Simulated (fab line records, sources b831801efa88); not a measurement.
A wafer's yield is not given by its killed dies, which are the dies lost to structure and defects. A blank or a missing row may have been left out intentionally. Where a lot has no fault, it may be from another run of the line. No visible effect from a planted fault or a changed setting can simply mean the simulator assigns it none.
fab line records	flow sky130
[record] lots = 6	wafers = 18	last_day = 49
route steps=708 shown LDD_LDN@297 SPACER@304 POLY_CUT@307 PAD_OPEN@708
lots that met no fault: from a run of the same line without faults
start_h: start of the lot's first displayed wafer, in hours after the record's first day	wait_h: time in hours since the lot's previous step	" repeats the value in the row above	L1.1+2: one row covering several wafers at once	- either no value or no given start	* or withheld: withheld	< > ~ a bound
route shown NAME@n: names a module that has steps shown in the file, with the first one's number in the route	usual: the fault-free wafers' mean and standard deviation	same: alike in all rows	chamber/n: place in a boat	sites: each site's reading	_std_site: how widely they spread, as a standard deviation	_edge_site: the outer-site mean with the inner-site mean subtracted	radius_mm: how far each site lies from the wafer's centre	mask NAME#n: copy n	behind: the tool/chamber that last shaped the wafer	hold: why the lot went on hold/how many hours it stayed there/how the hold came to an end	device: names the non-switching transistor (n, p or np)	end of line: at the end of the route, the tests of the same wafers	for a step that has no rows: nothing shown but its recipe	killed: count of dies lost to structure and defects at first sort (not the wafer's yield)	map: dies across one wafer; x = killed, . = not, _ = none there
set.NAME: the setting as run; set.NAME@STEP: as run at that earlier step	model.NAME: the simulator's own value behind a step, which no gauge read
lots at selected steps of the route; one table per step, one row per wafer
services: a tool's chamber out of use, with start hour (start_h, from the record's first day; less than 0 if before it), hours out, and reason
[[steps]]
[step SKY_LDD_LDN_IMPLANT_08]
[recipe] species = As	energy_kev = 15	dose_cm2 = 1.25e+13	tilt_deg = withheld	rotation_deg = 23
[step SKY_LDD_LDN_IMPLANT_09]
[recipe] species = As	energy_kev = 15	dose_cm2 = 1.25e+13	tilt_deg = withheld	rotation_deg = 113
[step SKY_LDD_LDN_IMPLANT_10]
[recipe] species = As	energy_kev = 15	dose_cm2 = 1.271e+13	tilt_deg = withheld	rotation_deg = 203
[step SKY_LDD_LDN_IMPLANT_11]
[recipe] species = As	energy_kev = 15	dose_cm2 = 1.25e+13	tilt_deg = withheld	rotation_deg = 293
[step SKY_LDD_LDN_STRIP_12]
[recipe] chemistry = O2/N2	power_w = 1400	pressure_mtorr = 1500	platen_temp_c = withheld	o2_flow_sccm = 3000	n2_flow_sccm = 300	overash_fraction = 0.5
[usual] drypump_motor_current_A = 5.6/0.43	oes_product_au = 0.716/0.0044	strip_time_to_endpoint_s = 14.19/0.046
lot.wafer	tool	chamber	start_h	wait_h	drypump_motor_current_A	oes_product_au	rf_hours_counter_h	strip_time_to_endpoint_s
L553.1	plasma_asher-02	0	572.30	0.1	6.4	0.717	72	14.08
L553.3	"	0	"	"	6.4	0.720	-	14.04
L553.5	"	1	"	"	5.8	0.721	-	14.07
L554.1	plasma_asher-01	0	587.06	0.1	5.0	0.723	46	14.17
L554.2	"	1	"	"	5.6	0.721	46	14.12
L554.6	"	1	"	"	5.7	0.705	-	14.16
L561.1	plasma_asher-04	0	638.82	0.1	5.4	0.718	22	14.19
L561.4	"	1	"	"	5.7	0.715	-	14.17
L561.6	"	0	"	"	5.4	0.716	-	14.16
L563.3	plasma_asher-01	1	655.35	0.1	5.6	0.715	-	14.20
L563.5	"	0	"	"	5.1	0.712	-	14.19
L563.6	"	1	"	"	5.6	0.717	-	14.25
L564.1	plasma_asher-01	0	656.87	0.1	5.0	0.718	51	14.17
L564.4	"	1	"	"	5.6	0.721	-	14.15
L564.6	"	0	"	"	5.1	0.717	-	14.11
L569.1	plasma_asher-01	1	701.16	0.1	5.6	0.724	56	14.18
L569.2	"	0	"	"	5.1	0.720	56	14.17
L569.6	"	1	"	"	5.6	0.717	-	14.20
[step SKY_LDD_LDN_TW_MEAS_13]
[usual] LDD_LDN_TW = 1487/7.7
lot.wafer	tool	chamber	start_h	wait_h	LDD_LDN_TW
L553.1	film_metro-02	-	572.40	0.1	1481
L553.3	"	-	"	"	1485
L553.5	"	-	"	"	1479
L554.1	film_metro-01	-	587.16	0.1	1501
L554.2	"	-	"	"	1500
L554.6	"	-	"	"	1498
L561.1	film_metro-01	-	638.92	0.1	1495
L561.4	"	-	"	"	1490
L561.6	"	-	"	"	1500
L563.3	film_metro-01	-	655.44	0.1	1486
L563.5	"	-	"	"	1490
L563.6	"	-	"	"	1482
L564.1	film_metro-04	-	656.97	0.1	1490
L564.4	"	-	"	"	1490
L564.6	"	-	"	"	1485
L569.1	film_metro-01	-	701.26	0.1	1494
L569.2	"	-	"	"	1491
L569.6	"	-	"	"	1497
[step SKY_LDD_LDN_CLEAN_14]
[recipe] chemistry = SC1/SC2	mix = 1:4:20	temp_c = 70	time_s = 150	dry = n2_spin
[step SKY_SPACER_CVD_00]
[recipe] material = Si3N4	precursor = DCS/NH3	target_thk_nm = 43.1	temp_c = 770	time_s = 740	pressure_mtorr = 250
[step SKY_SPACER_THK_MEAS_01]
[recipe] reads = Si3N4_of_SPACER_CVD_00
[usual] SPACER_CVD_00_THK = 42.9/0.38
lot.wafer	tool	chamber	start_h	wait_h	SPACER_CVD_00_THK[nm]
L553.1	film_metro-01	-	574.33	0.0	42.7
L553.3	"	-	"	"	42.8
L553.5	"	-	"	"	42.9
L554.1	film_metro-02	-	588.48	0.0	43.1
L554.2	"	-	"	"	42.8
L554.6	"	-	"	"	43.3
L561.1	film_metro-02	-	640.23	0.0	43.1
L561.4	"	-	"	"	42.7
L561.6	"	-	"	"	43.0
L563.3	film_metro-03	-	656.76	0.0	43.2
L563.5	"	-	"	"	43.1
L563.6	"	-	"	"	43.1
L564.1	film_metro-03	-	658.28	0.0	43.2
L564.4	"	-	"	"	43.6
L564.6	"	-	"	"	43.4
L569.1	film_metro-02	-	703.28	0.0	43.1
L569.2	"	-	"	"	42.6
L569.6	"	-	"	"	42.6
[step SKY_SPACER_ETCHBACK_02]
[recipe] chemistry = CH3F/O2	target = Si3N4	stop_on = SiO2	source_w = 400	bias_w = 80	pressure_mtorr = 25	ch3f_flow_sccm = 40	O2_flow_sccm = 30	time_s = 46.7	target_depth_a = 450
[usual] drypump_motor_current_A = 5.5/0.48	oes_product_au = 0.853/0.0062	throttle_valve_pct = 10.562/0.0089
lot.wafer	tool	chamber	start_h	wait_h	drypump_motor_current_A	oes_product_au	rf_hours_counter_h	throttle_valve_pct
L553.1	rie_diel-04	1	574.39	0.1	5.5	0.859	6	10.579
L553.3	"	0	"	"	6.1	0.856	9	10.562
L553.5	"	0	"	"	6.1	0.857	-	10.556
L554.1	rie_diel-02	2	588.54	0.1	5.4	0.857	5	10.572
L554.2	"	0	"	"	5.2	0.852	2	10.556
L554.6	"	2	"	"	5.3	0.861	-	10.568
L561.1	rie_diel-03	3	640.29	0.1	5.4	0.851	34	10.569
L561.4	"	1	"	"	5.4	0.853	5	10.565
L561.6	"	0	"	"	6.2	0.853	-	10.567
L563.3	rie_diel-04	1	656.80	0.0	5.5	0.859	7	10.566
L563.5	"	2	"	"	5.0	0.856	-	10.559
L563.6	"	1	"	"	5.6	0.852	-	10.565
L564.1	rie_diel-04	3	658.34	0.1	6.1	0.855	17	10.560
L564.4	"	0	"	"	6.1	0.861	11	10.567
L564.6	"	3	"	"	6.1	0.863	-	10.560
L569.1	rie_diel-03	3	703.34	0.1	5.4	0.853	35	10.577
L569.2	"	1	"	"	5.4	0.846	7	10.577
L569.6	"	1	"	"	5.4	0.845	-	10.557
[step SKY_POLY_CUT_DEHYDRATE_00]
[recipe] temp_c = 200	time_s = 60
[step SKY_POLY_CUT_HMDS_01]
[recipe] prime_time_s = 60	prime_temp_c = 120
[step SKY_POLY_CUT_COAT_02]
[recipe] resist = BARC	temp_c = withheld	time_s = withheld	spin_rpm = 3000	resist_thk_nm = 60
[usual] resist_line_temp_C = *	spin_speed_rpm = 3000.0/2.2
lot.wafer	tool	chamber	start_h	wait_h	resist_line_temp_C	spin_speed_rpm
L553.1	litho_track-02	0	588.78	0.1	*	3000.5
L553.3	"	0	"	"	*	3002.6
L553.5	"	0	"	"	*	3005.6
L554.1	litho_track-03	0	602.72	0.1	*	2998.5
L554.2	"	0	"	"	*	2999.7
L554.6	"	0	"	"	*	2995.0
L561.1	litho_track-02	0	653.58	0.1	*	2761.9
L561.4	"	0	"	"	*	2753.6
L561.6	"	0	"	"	*	2758.8
L563.3	litho_track-03	0	670.52	0.1	*	3002.7
L563.5	"	0	"	"	*	2999.1
L563.6	"	0	"	"	*	2999.8
L564.1	litho_track-02	0	672.43	0.1	*	2759.1
L564.4	"	0	"	"	*	2758.6
L564.6	"	0	"	"	*	2752.9
L569.1	litho_track-03	0	717.02	0.1	*	2999.0
L569.2	"	0	"	"	*	3000.5
L569.6	"	0	"	"	*	3002.5
[step SKY_POLY_CUT_COAT_03]
[recipe] resist = KrF-thick	spin_rpm = 3000	resist_thk_nm = 450
[step SKY_POLY_CUT_SOFTBAKE_04]
[recipe] temp_c = 100	time_s = 90	resist = KrF-thick
[step SKY_POLY_CUT_EXPOSE_05]
[recipe] mask_id = NPCM	na = 0.8	source_shape = annular	sigma_inner = 0.55	sigma_outer = 0.85	target_cd_nm = 270	dose_mj = 32
[step SKY_POLY_CUT_PEB_06]
[recipe] peb_temp_c = withheld	peb_time_s = withheld	resist = KrF-thick
[step SKY_POLY_CUT_DEVELOP_07]
[recipe] develop_time_s = 60	resist = KrF-thick	dev_temp_c = 21
[step SKY_POLY_CUT_CD_MEAS_08]
[recipe] target_cd_nm = 270
[usual] cd_nm = 269.9/1.3
lot.wafer	tool	chamber	start_h	wait_h	cd_nm
L553.1	cd_sem-02	-	603.57	-	271.1
L553.3	"	-	"	"	270.0
L553.5	"	-	"	"	269.9
L554.1	cd_sem-01	-	617.82	-	270.4
L554.2	"	-	"	"	270.4
L554.6	"	-	"	"	270.1
L561.1	cd_sem-01	-	667.92	-	268.2
L561.4	"	-	"	"	267.4
L561.6	"	-	"	"	268.5
L563.3	cd_sem-02	-	685.01	-	272.4
L563.5	"	-	"	"	270.0
L563.6	"	-	"	"	269.8
L564.1	cd_sem-02	-	686.22	-	268.8
L564.4	"	-	"	"	270.4
L564.6	"	-	"	"	271.1
L569.1	cd_sem-02	-	731.43	-	271.7
L569.2	"	-	"	"	271.4
L569.6	"	-	"	"	271.3
[step SKY_POLY_CUT_OVL_MEAS_09]
[usual] POLY_CUT_OVL = 0/5.1
lot.wafer	tool	chamber	start_h	wait_h	POLY_CUT_OVL[nm]
L553.1	overlay-02	-	603.69	0.1	2
L553.3	"	-	"	"	5
L553.5	"	-	"	"	0
L554.1	overlay-01	-	617.94	0.1	4
L554.2	"	-	"	"	-3
L554.6	"	-	"	"	4
L561.1	overlay-02	-	668.04	0.1	-4
L561.4	"	-	"	"	-11
L561.6	"	-	"	"	-6
L563.3	overlay-01	-	685.10	0.1	-3
L563.5	"	-	"	"	0
L563.6	"	-	"	"	-8
L564.1	overlay-01	-	686.34	0.1	5
L564.4	"	-	"	"	3
L564.6	"	-	"	"	6
L569.1	overlay-02	-	731.55	0.1	5
L569.2	"	-	"	"	-8
L569.6	"	-	"	"	-5
[step SKY_POLY_CUT_ETCH_10]
[recipe] chemistry = N2/H2	target = BARC	ion_energy_ev = 200	source_w = 500	bias_w = 100	pressure_mtorr = 30	n2_flow_sccm = 100	h2_flow_sccm = 200	stop_on = SiO2	time_s = 45.9	target_depth_a = 600
[usual] drypump_motor_current_A = 5.6/0.41	oes_product_au = 0.854/0.0048	throttle_valve_pct = 13.225/0.0095
lot.wafer	tool	chamber	start_h	wait_h	drypump_motor_current_A	oes_product_au	rf_hours_counter_h	throttle_valve_pct	model.etch.depth_nm
L553.1	rie_diel-04	1	603.73	0.0	5.6	0.854	6	13.211	60.14
L553.3	"	3	"	"	6.1	0.858	16	13.221	60.07
L553.5	"	0	"	"	6.1	0.856	-	13.244	60.25
L554.1	rie_diel-04	2	617.98	0.0	5.0	0.860	16	13.221	60.2
L554.2	"	1	"	"	5.6	0.850	7	13.223	60.16
L554.6	"	3	"	"	6.1	0.854	-	13.228	60
L561.1	rie_diel-04	0	668.08	0.0	6.1	0.875	12	13.225	62.63
L561.4	"	3	"	"	6.1	0.874	18	13.238	62.67
L561.6	"	0	"	"	6.1	0.873	-	13.223	62.61
L563.3	rie_diel-01	3	685.13	0.0	5.6	0.855	0	13.206	60.01
L563.5	"	1	"	"	6.0	0.852	-	13.248	60.09
L563.6	"	0	"	"	5.6	0.860	-	13.234	60.07
L564.1	rie_diel-01	1	686.38	0.0	6.0	0.882	8	13.233	62.51
L564.4	"	1	"	"	6.0	0.872	-	13.227	62.46
L564.6	"	3	"	"	5.6	0.880	-	13.225	62.48
L569.1	rie_diel-04	0	731.58	0.0	6.1	0.849	13	13.218	60.05
L569.2	"	2	"	"	5.0	0.861	19	13.223	60.07
L569.6	"	1	"	"	5.5	0.853	-	13.236	60.04
[step SKY_POLY_CUT_ETCH_11]
[recipe] target = Si3N4	chemistry = CF4/CH2F2/Ar	stop_on = poly-Si	source_w = 600	bias_w = 150	pressure_mtorr = 40	cf4_flow_sccm = 40	ch2f2_flow_sccm = 20	Ar_flow_sccm = 150	time_s = 42.5	target_depth_a = 600
[usual] drypump_motor_current_A = 5.6/0.41	oes_product_au = 0.829/0.0061	throttle_valve_pct = 14.993/0.0084
lot.wafer	tool	chamber	start_h	wait_h	drypump_motor_current_A	oes_product_au	rf_hours_counter_h	throttle_valve_pct
L553.1	rie_diel-04	1	603.77	0.0	5.5	0.824	7	14.997
L553.3	"	3	"	"	6.1	0.830	16	14.983
L553.5	"	0	"	"	6.1	0.835	-	14.998
L554.1	rie_diel-04	2	618.02	0.0	5.0	0.831	16	14.987
L554.2	"	1	"	"	5.5	0.824	7	14.989
L554.6	"	3	"	"	6.1	0.828	-	15.002
L561.1	rie_diel-04	0	668.12	0.0	6.1	0.832	12	15.001
L561.4	"	3	"	"	6.1	0.835	18	14.986
L561.6	"	0	"	"	6.1	0.839	-	14.994
L563.3	rie_diel-01	3	685.17	0.0	5.5	0.832	0	14.992
L563.5	"	1	"	"	6.0	0.833	-	14.993
L563.6	"	0	"	"	5.7	0.833	-	14.993
L564.1	rie_diel-01	1	686.42	0.0	6.0	0.826	8	15.002
L564.4	"	1	"	"	6.0	0.827	-	14.997
L564.6	"	3	"	"	5.6	0.823	-	14.976
L569.1	rie_diel-04	0	731.62	0.0	6.1	0.816	13	14.986
L569.2	"	2	"	"	5.0	0.824	19	14.993
L569.6	"	1	"	"	5.5	0.820	-	14.985
[step SKY_PAD_OPEN_PROBE_99]
[usual] killed_at_M0_to_M3 = 44/7	killed_at_M4_up = 3.0/1.8	killed_at_contacts = 24/4.9	killed_at_front_end = 15/5	killed_at_other = 0.2/0.53	killed_dies = 87/8.7	killed_on_rim = 17/4	killed_open = 48/6.8	killed_short = 39/5.7
[same] gross_dies = 492	killed_at_back_side = 0
lot.wafer	tool	chamber	start_h	wait_h	killed_at_M0_to_M3	killed_at_M4_up	killed_at_contacts	killed_at_front_end	killed_at_other	killed_dies	killed_on_rim	killed_open	killed_short
L553.1	prober-02	-	1106.97	0.1	42	0	29	19	0	90	20	49	41
L553.3	prober-02	-	1107.07	0.2	36	3	28	21	1	89	20	49	40
L553.5	prober-02	-	1107.17	0.2	46	6	27	17	0	96	24	48	48
L554.1	prober-01	-	1117.40	0.1	26	4	27	7	0	64	11	28	36
L554.2	prober-01	-	1117.45	0.1	50	1	31	5	0	87	15	49	38
L554.6	prober-01	-	1117.65	0.2	50	4	27	9	1	91	16	49	42
L561.1	prober-02	-	1150.57	0.1	49	2	23	10	0	84	21	45	39
L561.4	prober-02	-	1150.72	0.2	56	5	26	18	0	105	22	54	50
L561.6	prober-02	-	1150.82	0.2	41	2	10	10	0	63	15	33	30
L563.3	prober-02	-	1160.68	0.2	38	4	28	18	0	88	18	46	42
L563.5	prober-02	-	1160.78	0.2	39	4	29	13	0	85	16	48	37
L563.6	prober-02	-	1160.83	0.2	44	2	24	15	0	85	18	49	36
L564.1	prober-01	-	1162.97	0.1	48	6	28	11	0	93	18	50	43
L564.4	prober-01	-	1163.12	0.2	49	2	28	15	0	94	21	58	36
L564.6	prober-01	-	1163.22	0.2	45	5	20	18	0	88	13	54	34
L569.1	prober-02	-	1186.97	0.1	48	2	18	9	0	77	17	43	34
L569.2	prober-02	-	1187.02	0.1	31	4	22	20	1	78	15	49	29
L569.6	prober-02	-	1187.22	0.2	49	3	16	15	0	83	12	40	43
// killed by level:class
L553.1 VIA1:geometric_particle:open=14 LI_CONTACT:geometric_particle:open=10 LOCAL_INTERCONNECT:geometric_particle:short=8 CONTACT:geometric_particle:open=7 POLY_GATE:geometric_particle:short=6 VIA2:geometric_particle:open=6 FIELD_ISO:geometric_particle:short=5 VIA3:geometric_particle:open=5
L553.3 VIA1:geometric_particle:open=11 CONTACT:geometric_particle:open=11 VIA2:geometric_particle:open=5 FIELD_ISO:geometric_particle:short=5 POLY_GATE:geometric_particle:short=5 LI_CONTACT:geometric_particle:open=5 LOCAL_INTERCONNECT:geometric_particle:short=5 FIELD_ISO:geometric_particle:open=4
L553.5 VIA1:geometric_particle:open=19 VIA1:geometric_particle:short=9 LI_CONTACT:geometric_particle:open=9 LOCAL_INTERCONNECT:geometric_particle:short=7 METAL4:geometric_particle:short=6 CONTACT:geometric_particle:open=6 FIELD_ISO:geometric_particle:short=5 CONTACT:geometric_particle:short=5
L554.1 CONTACT:geometric_particle:short=8 CONTACT:geometric_particle:open=6 LI_CONTACT:geometric_particle:open=5 VIA1:geometric_particle:open=5 LI_CONTACT:geometric_particle:short=4 VIA2:geometric_particle:open=4 LOCAL_INTERCONNECT:geometric_particle:short=3 METAL1:geometric_particle:short=3
L554.2 CONTACT:geometric_particle:open=11 VIA1:geometric_particle:open=10 METAL2:geometric_particle:short=10 VIA2:geometric_particle:open=9 LI_CONTACT:geometric_particle:open=8 CONTACT:geometric_particle:short=5 VIA1:geometric_particle:short=5 VIA3:geometric_particle:open=5
L554.6 VIA2:geometric_particle:open=14 CONTACT:geometric_particle:open=10 LI_CONTACT:geometric_particle:short=6 METAL1:geometric_particle:short=6 VIA1:geometric_particle:open=6 VIA3:geometric_particle:open=6 CONTACT:geometric_particle:short=5 LI_CONTACT:geometric_particle:open=5
L561.1 CONTACT:geometric_particle:open=8 VIA1:geometric_particle:open=7 METAL1:geometric_particle:short=7 VIA1:geometric_particle:short=7 VIA3:geometric_particle:open=7 METAL2:geometric_particle:short=6 LI_CONTACT:geometric_particle:open=6 CONTACT:geometric_particle:short=5
L561.4 VIA1:geometric_particle:open=11 CONTACT:geometric_particle:open=9 VIA1:geometric_particle:short=8 VIA3:geometric_particle:open=7 METAL1:geometric_particle:short=7 VIA2:geometric_particle:open=7 FIELD_ISO:geometric_particle:open=6 METAL2:geometric_particle:short=6
L561.6 VIA1:geometric_particle:open=10 METAL2:geometric_particle:short=8 VIA3:geometric_particle:open=7 CONTACT:geometric_particle:open=4 VIA2:geometric_particle:open=4 VIA2:geometric_particle:short=4 FIELD_ISO:geometric_particle:short=3 FIELD_ISO:geometric_particle:open=3
L563.3 CONTACT:geometric_particle:open=12 FIELD_ISO:geometric_particle:open=7 VIA1:geometric_particle:open=6 LI_CONTACT:geometric_particle:open=6 METAL1:geometric_particle:short=6 METAL2:geometric_particle:short=5 VIA1:geometric_particle:short=4 CONTACT:geometric_particle:short=4
L563.5 CONTACT:geometric_particle:open=13 LI_CONTACT:geometric_particle:open=10 VIA2:geometric_particle:open=8 VIA1:geometric_particle:open=7 FIELD_ISO:geometric_particle:short=5 METAL1:geometric_particle:short=5 VIA1:geometric_particle:short=5 METAL3:geometric_particle:short=4
L563.6 VIA1:geometric_particle:open=17 CONTACT:geometric_particle:open=9 VIA2:geometric_particle:open=6 POLY_GATE:geometric_particle:open=6 LI_CONTACT:geometric_particle:open=6 VIA1:geometric_particle:short=5 CONTACT:geometric_particle:short=4 METAL2:geometric_particle:short=4
L564.1 VIA1:geometric_particle:open=11 LI_CONTACT:geometric_particle:open=8 METAL2:geometric_particle:short=8 CONTACT:geometric_particle:open=7 LI_CONTACT:geometric_particle:short=6 METAL1:geometric_particle:short=6 VIA1:geometric_particle:short=6 VIA3:geometric_particle:open=6
L564.4 VIA1:geometric_particle:open=14 CONTACT:geometric_particle:open=9 VIA2:geometric_particle:open=9 LOCAL_INTERCONNECT:geometric_particle:open=5 METAL1:geometric_particle:short=5 METAL2:geometric_particle:short=5 POLY_GATE:geometric_particle:open=4 LI_CONTACT:geometric_particle:open=4
L564.6 VIA1:geometric_particle:open=15 CONTACT:geometric_particle:open=9 VIA3:geometric_particle:open=7 METAL1:geometric_particle:short=6 VIA2:geometric_particle:open=6 FIELD_ISO:geometric_particle:open=5 METAL2:geometric_particle:short=5 POLY_GATE:geometric_particle:short=4
L569.1 VIA1:geometric_particle:open=13 CONTACT:geometric_particle:open=8 METAL1:geometric_particle:short=8 METAL2:geometric_particle:short=7 SPACER:geometric_particle:open=4 CONTACT:geometric_particle:short=4 VIA1:geometric_particle:short=4 METAL1:geometric_particle:open=4
L569.2 VIA1:geometric_particle:open=12 CONTACT:geometric_particle:open=11 FIELD_ISO:geometric_particle:open=9 VIA2:geometric_particle:open=4 POLY_GATE:geometric_particle:open=3 SPACER:geometric_particle:short=3 LI_CONTACT:geometric_particle:open=3 LOCAL_INTERCONNECT:geometric_particle:short=3
L569.6 VIA1:geometric_particle:open=15 METAL1:geometric_particle:short=6 CONTACT:geometric_particle:open=6 VIA1:geometric_particle:short=6 FIELD_ISO:geometric_particle:short=5 VIA2:geometric_particle:short=5 FIELD_ISO:geometric_particle:open=4 LOCAL_INTERCONNECT:geometric_particle:short=4
[[services]]
tool	chamber	start_h	hours	kind
plasma_asher-01	-	560.41	15.6	pm
rie_diel-04	3	580.80	5.7	repair
rie_diel-02	1	594.84	2.3	repair
rie_diel-03	0	596.37	6.0	repair
plasma_asher-01	-	604.06	14.6	pm
rie_diel-04	1	608.30	4.7	repair
rie_diel-02	-	608.96	2.8	pm
rie_diel-01	3	610.31	2.6	repair
rie_diel-03	2	616.88	12.5	repair
plasma_asher-04	-	629.81	3.6	repair
rie_diel-03	-	641.86	0.7	repair
rie_diel-04	1	647.15	1.8	repair
rie_diel-01	3	648.76	-	clean
rie_diel-01	3	648.76	26.4	scheduled_down
rie_diel-01	3	648.76	26.4	vent_cycle
rie_diel-01	1	658.91	12.7	repair
rie_diel-01	2	685.24	14.9	repair
rie_diel-03	0	688.24	3.9	repair
rie_diel-01	2	700.16	-	clean
rie_diel-01	2	700.16	27.8	scheduled_down
rie_diel-03	1	703.76	5.2	repair
rie_diel-03	-	721.69	0.6	repair
rie_diel-03	0	726.91	3.0	repair
rie_diel-04	3	727.87	2.7	repair
[[key]]
[first_sign] step = SKY_POLY_CUT_COAT_02	reading = spin_speed_rpm	direction = down	sigmas = 99+	usual = 3000.0	struck = 2757.5
[effect] step = SKY_POLY_CUT_ETCH_10	reading = oes_product_au	direction = up	sigmas = 4.6	usual = 0.854	struck = 0.876
[model_effect] step = SKY_POLY_CUT_ETCH_10	value = etch.depth_nm	without = 59.97	struck = 62.56
met_at SKY_POLY_CUT_COAT_02
struck_wafers L561.1,L561.4,L561.6,L564.1,L564.4,L564.6
tester_left_out L561,L564
onset_between 588.78 653.58
[fault] kind = process_parameter_drift	tool = litho_track-02	chamber = -	onset_h = 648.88	steps = SKY_POLY_CUT_COAT_02	channel = spin_rpm	offset = -243.26	shape = step	end_h = 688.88	acts_in = these_recipes_only	stated = 3000
// tester_left_out: of these lots the tester's yield and bins aren't shown, on N5 and GAA mostly nor the transistor test; their killed dies are dies lost to structure and defects alone, not to doping, threshold or leakage, so they don't give the yield
